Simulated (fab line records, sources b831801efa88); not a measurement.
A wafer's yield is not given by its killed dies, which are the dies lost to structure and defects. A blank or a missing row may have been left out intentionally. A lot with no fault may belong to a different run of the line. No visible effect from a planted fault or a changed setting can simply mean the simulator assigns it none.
Comparing a struck lot with a sound one :: flow sky130 :: 29 steps out of a route of 708
Sound: these wafers, L882.1, L882.2, L882.4. Wafers struck: L887.1, L887.2, L887.5. Last of all comes the cause.
Each step with rows lists, per side, the tool, then ch with its chambers, then its first start. Under that, the readings that differ: sound wafers :: struck wafers :: difference of the means :: sigmas: that difference in standard deviations of wafers without a fault.
alike: readings whose means differ by less than 2 such deviations, and words and numbers that are the same on both sides. not compared: withheld readings, readings that some wafer has no value for, bounds like >300 that may hide the same value, and numbers for which the record gives no deviation and whose values overlap.
The two part at a step that has a row with sigmas, a row that says differs or no value, or rows on one side only. Non-overlapping numbers with no deviation appear without sigmas and do not part them. Lack of a reading on every wafer of one side parts them only where that side has two or more wafers.

first, 1 step without rows for these wafers: SKY_LDD_HVN_IMPLANT_08.
SKY_LDD_HVN_STRIP_09: strips in O2/N2.
  sound on plasmaAsher-02 ch 0,1, day 20 06:02; struck on plasmaAsher-04 ch 0,1, day 23 05:05
  alike: chamberPressureMTorr, drypumpMotorCurrentA, oesProductAu, stripTimeToEndpointS
  not compared: rfHoursCounterH
SKY_LDD_HVN_TW_MEAS_10:
  sound on filmMetro-01 at day 20 06:08; struck on filmMetro-04 at day 23 05:11
  alike: LDD_HVN_TW
then, 7 steps without rows for these wafers: SKY_LDD_HVP_DEHYDRATE_00 (time 60 s); SKY_LDD_HVP_HMDS_01 (prime time 60 s); SKY_LDD_HVP_COAT_02 (resist thk 300 nm); SKY_LDD_HVP_SOFTBAKE_03 (time 60 s); SKY_LDD_HVP_EXPOSE_04 (exposes mask HVPTM, target cd 700 nm); SKY_LDD_HVP_PEB_05; SKY_LDD_HVP_DEVELOP_06 (develop time 60 s).
SKY_LDD_HVP_OVL_MEAS_07:
  sound on overlay-01 at day 21 12:11; struck on overlay-01 at day 24 10:29
  alike: LDD_HVP_OVL
next, for these wafers, 1 step has no rows: SKY_LDD_HVP_IMPLANT_08.
SKY_LDD_HVP_STRIP_09: strips in O2/N2.
  sound on plasmaAsher-02 ch 0,1, day 21 12:23; struck on plasmaAsher-03 ch 0,1, day 24 10:41
  no value came back on the struck wafers for chamberPressureMTorr (mTorr), drypumpMotorCurrentA (A), oesProductAu (a.u.), stripTimeToEndpointS (s); on the sound wafers chamberPressureMTorr (mTorr) reads 1501.5 1500.4 1499.4
reading: model.NOVOLAK_of_LDD_HVP_COAT_02.thkNm (nm)
sound: 0 0 0
struck: 299 299.2 298.8
difference: +299
sigmas: 
  not compared: rfHoursCounterH
SKY_LDD_HVP_TW_MEAS_10:
  sound on filmMetro-04 at day 21 12:29; struck on filmMetro-01 at day 24 10:47
reading: LDD_HVP_TW
sound: 465.1 460.3 464.5
struck: 458.3 457.6 457.9
difference: -5.4
sigmas: -2
then, 7 steps without rows for these wafers: SKY_LDD_LDN_DEHYDRATE_00 (time 60 s); SKY_LDD_LDN_HMDS_01 (prime time 60 s); SKY_LDD_LDN_COAT_02 (resist thk 1140 nm); SKY_LDD_LDN_SOFTBAKE_03 (time 60 s); SKY_LDD_LDN_EXPOSE_04 (exposes mask LDNTM, target cd 700 nm); SKY_LDD_LDN_PEB_05; SKY_LDD_LDN_DEVELOP_06 (develop time 60 s).
SKY_LDD_LDN_OVL_MEAS_07:
  sound on overlay-02 at day 22 18:35; struck on overlay-02 at day 25 16:08
  alike: LDD_LDN_OVL
then, 4 steps without rows for these wafers: SKY_LDD_LDN_IMPLANT_08; SKY_LDD_LDN_IMPLANT_09; SKY_LDD_LDN_IMPLANT_10; SKY_LDD_LDN_IMPLANT_11.
SKY_LDD_LDN_STRIP_12: strips in O2/N2.
  sound on plasmaAsher-03 ch 0,1, day 22 19:14; struck on plasmaAsher-03 ch 0,1, day 25 16:47
reading: stripTimeToEndpointS (s)
sound: 14.16 14.10 14.14
struck: 18.77 18.73 18.73
difference: +4.61
sigmas: +99 or more
  alike: chamberPressureMTorr, drypumpMotorCurrentA, oesProductAu
  not compared: rfHoursCounterH
SKY_LDD_LDN_TW_MEAS_13:
  sound on filmMetro-02 at day 22 19:20; struck on filmMetro-03 at day 25 16:53
reading: LDD_LDN_TW
sound: 1460 1459 1461
struck: 30 30 30
difference: -1430
sigmas: -95
then, 1 step without rows for these wafers: SKY_LDD_LDN_CLEAN_14 (cleans in SC1/SC2, time 150 s).

WHERE THEY PART
At SKY_LDD_HVP_STRIP_09 first; at SKY_LDD_LDN_TW_MEAS_13 last (within this record only).

WHY: what had been put in by the simulator
Whole step skipped at SKY_LDD_HVP_STRIP_09 on plasmaAsher-03, starting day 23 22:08. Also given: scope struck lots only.
